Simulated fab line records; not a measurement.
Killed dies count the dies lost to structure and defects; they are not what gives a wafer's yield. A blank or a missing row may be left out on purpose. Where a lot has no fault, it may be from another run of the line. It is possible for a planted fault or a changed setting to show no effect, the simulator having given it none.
Split-lot study ; flow sfq-line ; route with 325 steps; 5 lots, 23 wafers read

ON THE SPLIT
At SFQ_TRILAYER_I6_VIA_LITHO_PEB_172 (peb time 60 s), the setting peb-temp-c was moved away from the recipe's 115 C on 9 of the 23 wafers read, by -2.3% to +2.9%. The other wafers ran this setting at the recipe's value.

Between the split and the reading, the file records no step.

THE READING
I6.cd-nm (the simulator's own value, which no gauge read), in nm, at SFQ_TRILAYER_I6_VIA_BARC_OPEN_VIA_ETCH_235 (etches BARC in O2, target depth 125 nm, time 41.7 s). There is no usual value for it anywhere in the file. The 14 wafers here that ran the recipe average 700.6 nm, standard deviation 1.4 nm.

wafer;tool, chamber at the split;peb-temp-c as run, C;against the recipe;I6.cd-nm, nm;against lot-mates on the recipe
L074.2;litho-track-01, 0;115;recipe;702.6;-
L074.3;litho-track-01, 0;115;recipe;702.4;-
L074.5;litho-track-01, 0;115;recipe;702;-
L076.1;litho-track-01, 0;115;recipe;698.1;-
L076.2;litho-track-01, 0;115;recipe;700.5;-
L076.3;litho-track-01, 0;112.3;-2.3%;643.5;-55.2
L076.4;litho-track-01, 0;112.3;-2.3%;645.1;-53.6
L076.6;litho-track-01, 0;115;recipe;697.6;-
L080.1;litho-track-04, 0;115;recipe;699.8;-
L080.2;litho-track-04, 0;115;recipe;700.7;-
L080.3;litho-track-04, 0;116.1;+1.0%;719.4;+19.2
L080.4;litho-track-04, 0;115;recipe;700.1;-
L080.5;litho-track-04, 0;116.1;+1.0%;717.9;+17.7
L083.1;litho-track-01, 0;115;recipe;701.4;-
L083.2;litho-track-01, 0;118.3;+2.9%;753.3;+52.0
L083.3;litho-track-01, 0;115;recipe;700.5;-
L083.5;litho-track-01, 0;118.3;+2.9%;752.2;+50.9
L083.6;litho-track-01, 0;115;recipe;702;-
L084.2;litho-track-01, 0;115;recipe;700;-
L084.3;litho-track-01, 0;116.1;+1.0%;720.9;+20.6
L084.4;litho-track-01, 0;116.1;+1.0%;718.3;+18.0
L084.5;litho-track-01, 0;115;recipe;700.5;-
L084.6;litho-track-01, 0;116.1;+1.0%;719.9;+19.6

THE FIT
A straight line over all 23 wafers: I6.cd-nm changes by +20.6 nm for each +1% of peb-temp-c; r = +0.99; the points scatter about the line by 3.2 nm.
The same after taking each lot's own level away (the mean of its wafers on the recipe; 23 wafers): +20.2 nm for each +1%; r = +0.99; scatter 2.8 nm.
That fit puts the effect of the largest move of peb-temp-c on the reading at 58 nm.
Across the lots, their own levels run from 698.73 to 702.33 nm, a range of 2.5 times the standard deviation given above.
The two slopes agree, so the slope changes little with the lot-to-lot level.
Check: +58.6 nm against its lot-mates is what the line predicts for one of the wafers moved furthest among these (+2.9%) when that wafer is left out of the fit. Against them it came out at +52 nm.

OTHER SPLITS APPLIED TO THESE WAFERS
These wafers also went through other splits before the reading. Each is held against what the fit with the lots' levels taken away leaves over:
other split on the same wafers;wafers away from the commonest value;r with I6.cd-nm (lot level and that fit taken away)
SFQ_TRILAYER_I4_VIA_LITHO_PEB_106 peb-time-s;7;-0.20
SFQ_TRILAYER_JJ_TRILAYER_DEP_SPUTTER_110 power-w;8;-0.30
SFQ_TRILAYER_JJ_TRILAYER_DEP_SPUTTER_112 power-w;5;+0.01
SFQ_TRILAYER_A5B_DEP_PECVD_129 time-s;5;-0.20
SFQ_TRILAYER_R5_DEP_SPUTTER_132 time-s;9;-0.35
SFQ_TRILAYER_C5_LITHO_EXPOSE_152 dose-mj;11;-0.33
SFQ_TRILAYER_C5_BARC_OPEN_VIA_ETCH_210 time-s;7;+0.08
SFQ_TRILAYER_M6_DEP_SPUTTER_157 time-s;6;+0.20

FILE'S OWN FIT
I6.cd-nm changes by +20 nm for each +1% of peb-temp-c, r = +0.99.
